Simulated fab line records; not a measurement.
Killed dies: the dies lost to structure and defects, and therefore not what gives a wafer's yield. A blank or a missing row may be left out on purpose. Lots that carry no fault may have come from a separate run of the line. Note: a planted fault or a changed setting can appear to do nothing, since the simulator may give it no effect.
8D (eight disciplines) problem report, filled in by code + flow sky130 + the parts of the form that need people (team, actions taken, sign-off) are left out

## 1. WHAT IS WRONG
Mean of overpolish-run-s at SKY_VIA4_CMP_21: 0.038 s across 4 wafers in 2 lots; on wafers with no fault it is 25.000 s (standard deviation 0.009). So: -99 or more standard deviations from the usual mean.
The step: polishes, stops on SiO2, t overpolish 25 s, target thk 0 nm.
First observed at day 46 23:54: wafer L348.2, on cmp-02. The record holds 42 wafers of 14 lots with a number at this step. The rule behind "out" and "out of limits": a value lying over 4 standard deviations away from the usual mean. The other wafers with a number count as sound.

## 2. WHAT THIS IS AND IS NOT
| question                    | is                                   | is not                                                                          |
|-----------------------------|--------------------------------------|---------------------------------------------------------------------------------|
| which readings at this step | overpolish-run-s, time-to-endpoint-s | motor-current-A, platen-rpm                                                     |
| which lots                  | L348, L349                           | L332, L334, L336, L339, L340, L341, L342, L343, L344, L345, L350, L351          |
| which wafers of those lots  | L348.1, L348.2, L348.5, L349.5       | L349.3, L349.6                                                                  |
| read on which tools         | cmp-02                               | cmp-01                                                                          |
| when                        | from day 46 23:54                    | up to then (30 sound wafers); but 8 sound wafers of L349, L350, L351 came after |

## 3. WHAT RULES OUT EACH SUSPECT
Counting: any tool at a process step up to the reading remains a suspect provided it ran every lot that is out. Sound lots after the first of them don't rule it out here, since some wafers of a struck lot are sound.
- cmp-02 at SKY_VIA4_CMP_21 (polishes, stops on SiO2, t overpolish 25 s, target thk 0 nm): kept. Every lot that is out went through it, the first being L348 (day 46 23:54); the last sound lot it ran before that was L344 (day 46 08:46). Its own overpolish-run-s, time-to-endpoint-s readings are out on those wafers.
The count leaves cmp-02 at SKY_VIA4_CMP_21.

## 4. THE CAUSE (what the simulator had put in)
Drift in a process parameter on cmp-02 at SKY_VIA4_CMP_21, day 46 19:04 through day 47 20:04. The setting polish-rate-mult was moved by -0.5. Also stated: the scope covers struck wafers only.
After counting, this tool was the only one left.

## 5. SEQUENCE OF EFFECTS, ordered by route
Rows list readings where the struck wafers' mean (over those with a number) sits beyond 3 standard deviations from the usual. Readings are gone through only where the record gives a usual standard deviation; hours: the median, over the lots, of the time from a lot's start at the first step in this table giving one to that lot's start at this step; sigmas: the change measured in usual standard deviations.
| hours | step            | reading            | usual    | on struck wafers | change  | sigmas      |
|-------|-----------------|--------------------|----------|------------------|---------|-------------|
| 0     | SKY_VIA4_CMP_21 | overpolish-run-s   | 25.000 s | 0.038            | -24.962 | -99 or more |
| 0     | SKY_VIA4_CMP_21 | time-to-endpoint-s | 124 s    | 190              | +66     | +14         |
It contains these process steps:
- SKY_VIA4_CMP_21: polishes, stops on SiO2, t overpolish 25 s, target thk 0 nm.

## 6. HOW IT WOULD HAVE BEEN CAUGHT EARLIER
First out-of-limits reading in this record: day 46 23:54, which is 5 hours after fault onset at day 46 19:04.
